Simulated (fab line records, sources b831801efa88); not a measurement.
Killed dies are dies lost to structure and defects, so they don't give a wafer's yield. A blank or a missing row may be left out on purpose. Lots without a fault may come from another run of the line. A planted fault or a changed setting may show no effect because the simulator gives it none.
Which tool did it? | flow gf180mcu | 13 lots, 39 wafers sampled, at 2 steps of a route of 602

WHAT THE GAUGES READ, wafer by wafer
GF_M1_CD_MEAS_14: target cd 230 nm. Usual: cd_nm 229.9 nm, standard deviation 1.1.
lot  | measured     | on        | cd_nm (nm)        | flag
L280 | day 16 23:46 | cd_sem-02 | 230.4 230.9 230.6 |
L281 | day 17 10:28 | cd_sem-01 | 230.2 229.8 229.7 |
L283 | day 18 04:19 | cd_sem-01 | 230.3 231.3 229.5 |
L287 | day 19 18:56 | cd_sem-01 | 228.3 229.2 228.6 |
L291 | day 21 04:43 | cd_sem-02 | 232.8 231.5 231.6 |
L293 | day 22 00:16 | cd_sem-02 | 231.0 228.8 229.2 |
L297 | day 23 10:52 | cd_sem-01 | 229.7 228.2 229.9 |
L298 | day 23 16:17 | cd_sem-01 | 229.7 229.7 229.6 |
L299 | day 24 01:10 | cd_sem-01 | 228.8 229.2 229.5 |
L300 | day 24 08:23 | cd_sem-02 | 229.6 230.0 230.3 |
L301 | day 24 13:46 | cd_sem-01 | 230.4 229.5 228.3 |
L302 | day 24 23:59 | cd_sem-02 | 231.1 228.8 229.0 |
L303 | day 25 06:52 | cd_sem-01 | 228.8 231.4 229.4 |

GF_V1_RS_MEAS_24: measures by four-point-probe. Usual: V1_W_RS 0.328 ohm/sq, standard deviation 0.0064.
lot  | measured     | on            | V1_W_RS (ohm/sq)  | flag
L280 | day 18 01:07 | film_metro-03 | 0.333 0.333 0.324 |
L281 | day 18 12:19 | film_metro-03 | 0.332 0.324 0.332 |
L283 | day 19 06:17 | film_metro-03 | 0.330 0.325 0.328 |
L287 | day 20 21:49 | film_metro-01 | 0.315 0.317 0.332 |
L291 | day 22 06:53 | film_metro-01 | 0.331 0.319 0.331 |
L293 | day 23 01:43 | film_metro-03 | 0.319 0.325 0.337 |
L297 | day 24 11:42 | film_metro-02 | 0.331 0.329 0.326 |
L298 | day 24 17:01 | film_metro-02 | 0.333 0.334 0.339 |
L299 | day 25 01:31 | film_metro-03 | 0.337 0.321 0.336 |
L300 | day 25 09:32 | film_metro-02 | 0.314 0.336 0.319 |
L301 | day 25 13:34 | film_metro-03 | 0.321 0.335 0.340 |
L302 | day 25 23:55 | film_metro-02 | 0.320 0.322 0.332 |
L303 | day 26 06:13 | film_metro-03 | 0.327 0.333 0.326 |

WHICH TOOL RAN EACH LOT (tool, then ch and the chambers of the sampled wafers, then the start)
The record holds no process step before these readings.

WHAT THE TOOLS THEMSELVES READ (means of the sampled wafers that have a number; where no wafer has one, the mark that the record gives instead)
The record holds no such reading with a usual standard deviation.

THE ANSWER, worked out from the rows above alone
Rule: a lot is off if the mean of its wafers that have a number lies more than 3 standard deviations from the usual mean. A lot without any number at a reading at which 4 lots or more have one is off too. The other lots that the step has rows for count as sound. The gauges are gone through in route order, then the tools' own readings, and for those a lot's mean is taken as printed above. The first step at which some lot is off is used, and at that step the reading that is off furthest; a lot without a number counts as furthest.
No lot is off at any reading shown: from this, nothing can be told.

WHAT THE SIMULATOR HAD PUT IN
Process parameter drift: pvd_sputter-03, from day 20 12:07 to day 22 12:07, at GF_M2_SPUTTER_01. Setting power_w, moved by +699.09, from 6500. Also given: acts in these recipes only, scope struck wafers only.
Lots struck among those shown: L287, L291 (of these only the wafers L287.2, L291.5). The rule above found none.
